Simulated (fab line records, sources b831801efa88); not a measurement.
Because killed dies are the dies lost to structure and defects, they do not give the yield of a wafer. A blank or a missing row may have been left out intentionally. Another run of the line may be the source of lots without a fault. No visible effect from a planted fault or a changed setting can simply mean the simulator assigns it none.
Which tool was responsible? | flow gf180mcu | 6 lots, 18 wafers sampled, at 2 steps of a route of 602

WHAT EACH GAUGE READ, for each wafer
GF_VT_IMPLANT_OVL_MEAS_40.
lot  | measured     | on         | VT_IMPLANT_03_OVL (nm)
L430 | day 7 18:03  | overlay-01 | -1.5 -0.4 -0.6
L432 | day 8 05:44  | overlay-02 | - - -
L444 | day 12 02:03 | overlay-02 | 1.2 0.9 2.1
L446 | day 12 08:57 | overlay-01 | 0.1 0.2 -1.7
L448 | day 12 20:13 | overlay-02 | 0.2 0.2 1.3
L451 | day 13 18:24 | overlay-01 | 1.1 1.0 1.8

WHICH TOOL RAN EACH LOT (tool, then ch and the chambers of the sampled wafers, then the start)
lot  | GF_VT_IMPLANT_EXPOSE_37
L430 | ilineStepper-02 ch 0, day 7 10:37
L432 | ilineStepper-02 ch 0, day 7 22:04
L444 | ilineStepper-01 ch 0, day 11 16:25
L446 | ilineStepper-02 ch 0, day 11 23:47
L448 | ilineStepper-02 ch 0, day 12 10:13
L451 | ilineStepper-02 ch 0, day 13 08:10
- GF_VT_IMPLANT_EXPOSE_37: exposes mask Nwell HV AREA, target cd 860 nm.

THE ANSWER, worked out from the rows above alone
Rule: what is usual is taken from the lots themselves. Put in order of their means at a reading, lots are off if they are a third of the lots or fewer, leave a main group of 4 or more, and stand apart from it by a gap of 3 or more times the standard deviation of the main group's means; of several such gaps the widest counts. A main group is skipped when, at the precision printed for the reading in the tables above, its means are all equal. A lot without any number at a reading at which 4 lots or more have one is off too. All remaining lots with rows at the step are treated as sound.
Off: L432, at GF_VT_IMPLANT_OVL_MEAS_40 (VT_IMPLANT_03_OVL). Without a number there: L432. Mean 0.4 nm and standard deviation 0.91 in the main group.
A tool fits if, at a process step before that reading, it ran every lot that is off, and no sound lot after the first of them. The gauges at GF_VT_IMPLANT_OVL_MEAS_40 are tried like those tools. No candidate that was tried fits.

WHAT THE SIMULATOR HAD PUT IN
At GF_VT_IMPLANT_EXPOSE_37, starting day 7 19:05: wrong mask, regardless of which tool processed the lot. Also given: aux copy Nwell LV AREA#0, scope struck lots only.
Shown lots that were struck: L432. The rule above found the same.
